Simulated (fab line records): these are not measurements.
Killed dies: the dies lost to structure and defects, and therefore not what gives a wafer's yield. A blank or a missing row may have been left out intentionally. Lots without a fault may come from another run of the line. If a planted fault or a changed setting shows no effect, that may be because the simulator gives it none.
One fault seen from 2 desks -- flow gf180mcu -- each desk holds nothing but its own numbers, with what lay behind them at the end

AT THE METROLOGY DESK
Lot by lot, what the gauges showed, no matter which tool ran the lot: averages of those sampled wafers that carry a number. Any lot whose mean is over 4 standard deviations away from the usual mean is out of limits and marked OUT; that distance is given in the brackets.
Columns: A = HV_LDD_2_TW at GF_HV_LDD_TW_MEAS_23, usual 1052; B = cdNm at GF_HV_LDD_CD_MEAS_31, usual 404.1 nm; C = HV_LDD_02_OVL at GF_HV_LDD_OVL_MEAS_32, usual 0.8 nm
lot,first seen here,A,B,C
L511,day 11 03:32,1044,406.1,-0.1
L515,day 12 08:02,1053,404.7,2.5
L516,day 12 21:21,1053,404.1,1.4
L518,day 13 12:35,1063,400.5,0.4
L531,day 17 13:46,1056,404.4,1.3
L533,day 18 04:09,1064,406.1,1.2
This desk's verdict: no lot among the 6 shows anything out of limits.

FOR THE TOOL OWNER'S DESK: implanter-04
The tool's own readings at GF_HV_LDD_IMPLANT_34: means of the sampled wafers that have a number, for each lot that ran on this tool. Any lot whose mean is over 4 standard deviations away from the usual mean is out of limits and marked OUT; that distance is given in the brackets.
Columns: A = doseIonsCm2 at GF_HV_LDD_IMPLANT_34, usual 7.499e+12; B = faradayCurrentUA at GF_HV_LDD_IMPLANT_34, usual 42.3
lot,first seen here,A,B
L515,day 13 04:16,8.229e+12 (+87) OUT,46.8 (+5.2) OUT
L516,day 13 17:40,8.241e+12 (+88) OUT,46.3 (+4.6) OUT
L533,day 19 04:45,7.492e+12,42.1
This desk finds L515, L516 out of limits, L515 being first, at day 13 04:16 (doseIonsCm2 at GF_HV_LDD_IMPLANT_34). L533 stayed within limits.

ALL TOGETHER
An alarm could have come from the tool owner's desk at day 13 04:16, on L515, L516.
At the metrology desk, nothing out of limits was observed.
The metrology desk has L515, L516 on record, within its limits.
On implanter-04, each named lot ran GF_HV_LDD_IMPLANT_34.

WHAT THE SIMULATOR PUT IN
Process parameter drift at GF_HV_LDD_IMPLANT_34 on implanter-04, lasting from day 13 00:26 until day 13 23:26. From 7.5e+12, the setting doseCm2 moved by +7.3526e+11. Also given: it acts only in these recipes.
Lots struck among those shown: L515, L516.
How many hours passed from the start of the fault until each desk's first out-of-limits reading: the tool owner's desk, 4.
